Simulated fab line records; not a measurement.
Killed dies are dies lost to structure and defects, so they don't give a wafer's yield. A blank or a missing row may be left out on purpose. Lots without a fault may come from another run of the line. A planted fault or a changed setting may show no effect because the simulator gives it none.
Which of the tools did it? + flow sky130 + at 1 step of a route of 708, 6 lots with 17 wafers sampled

## WHAT THE GAUGES READ, wafer by wafer
SKY_FIELD_ISO_CD_MEAS_13 targets a cd of 150 nm.
| lot  | measured    | on        | cd nm (nm)        |
|------|-------------|-----------|-------------------|
| L218 | day 2 21:03 | cd sem-01 | 152.0 151.2 151.9 |
| L221 | day 3 06:35 | cd sem-02 | 152.7 154.8 154.3 |
| L224 | day 3 23:24 | cd sem-01 | 151.8 150.7 151.3 |
| L226 | day 4 10:41 | cd sem-01 | 150.0 150.3 150.2 |
| L230 | day 5 07:14 | cd sem-01 | 148.6 148.3       |
| L237 | day 6 17:38 | cd sem-02 | 150.9 150.8 151.7 |

## TOOL THAT RAN EACH LOT (tool first, then ch and the chambers of the sampled wafers, then the start)
The record shows no process step preceding these readings.

## THE ANSWER, worked out from the rows above alone
Rule: usual is defined by the lots themselves. Put in order of their means at a reading, lots are off if they are a third of the lots or fewer, leave a main group of 4 or more, and stand apart from it by a gap of 3 or more times the standard deviation of the main group's means; of several such gaps the widest counts. If all means in a main group match to the digits the tables above print for the reading, that group is not used. A lot without any number at a reading at which 4 lots or more have one is off too. The other lots that the step has rows for count as sound.
No lot is off on any of the readings shown, so nothing can be concluded from this.

## WHAT THE SIMULATOR PUT IN
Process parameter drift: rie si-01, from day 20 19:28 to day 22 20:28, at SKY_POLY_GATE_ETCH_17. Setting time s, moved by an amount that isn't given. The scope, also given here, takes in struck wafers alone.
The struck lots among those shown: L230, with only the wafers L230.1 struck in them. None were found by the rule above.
